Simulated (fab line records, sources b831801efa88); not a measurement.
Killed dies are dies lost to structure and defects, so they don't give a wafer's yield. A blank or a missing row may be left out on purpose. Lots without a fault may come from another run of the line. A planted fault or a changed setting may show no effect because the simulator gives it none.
Which tool did it? | flow sky130 | 12 lots, 36 wafers sampled, at 2 steps of a route of 708

WHAT THE GAUGES READ, wafer by wafer
SKY_VIA1_BOW_MEAS_03.
lot  | measured     | on            | VIA1_BOW (um)
L075 | day 33 13:14 | film_metro-04 | 87 80 88
L077 | day 34 12:25 | film_metro-03 | 73 90 79
L080 | day 35 21:59 | film_metro-02 | 83 89 74
L081 | day 36 14:01 | film_metro-02 | 87 77 89
L083 | day 36 17:23 | film_metro-03 | 77 70 85
L084 | day 36 19:03 | film_metro-02 | 77 78 74
L086 | day 37 13:57 | film_metro-04 | 68 82 78
L088 | day 38 07:20 | film_metro-04 | 77 68 82
L091 | day 38 18:10 | film_metro-04 | 71 68 74
L093 | day 38 23:47 | film_metro-02 | 91 86 80
L095 | day 40 00:26 | film_metro-03 | 75 71 87
L097 | day 40 04:18 | film_metro-04 | 68 74 75

WHICH TOOL RAN EACH LOT (tool, then ch and the chambers of the sampled wafers, then the start)
lot  | SKY_VIA1_CMP_02
L075 | cmp-02 ch 0,1, day 33 12:59
L077 | cmp-01 ch 1,3, day 34 12:07
L080 | cmp-01 ch 0,1,2, day 35 21:41
L081 | cmp-01 ch 1,2,3, day 36 13:47
L083 | cmp-02 ch 2,3, day 36 17:04
L084 | cmp-01 ch 0,1,3, day 36 18:44
L086 | cmp-02 ch 0,2,3, day 37 13:39
L088 | cmp-02 ch 0,1, day 38 07:00
L091 | cmp-02 ch 2,3, day 38 17:55
L093 | cmp-02 ch 0,2, day 38 23:32
L095 | cmp-02 ch 1,2,3, day 40 00:13
L097 | cmp-02 ch 0,1,2, day 40 04:05
- SKY_VIA1_CMP_02: polishes SiO2.

THE ANSWER, worked out from the rows above alone
Rule: what is usual is taken from the lots themselves. Put in order of their means at a reading, lots are off if they are a third of the lots or fewer, leave a main group of 4 or more, and stand apart from it by a gap of 3 or more times the standard deviation of the main group's means; of several such gaps the widest counts. A main group whose means are all the same, to the digits that the tables above print for the reading, isn't used. A lot without any number at a reading at which 4 lots or more have one is off too. The other lots that the step has rows for count as sound.
No lot is off at any reading shown: from this, nothing can be told.

WHAT THE SIMULATOR HAD PUT IN
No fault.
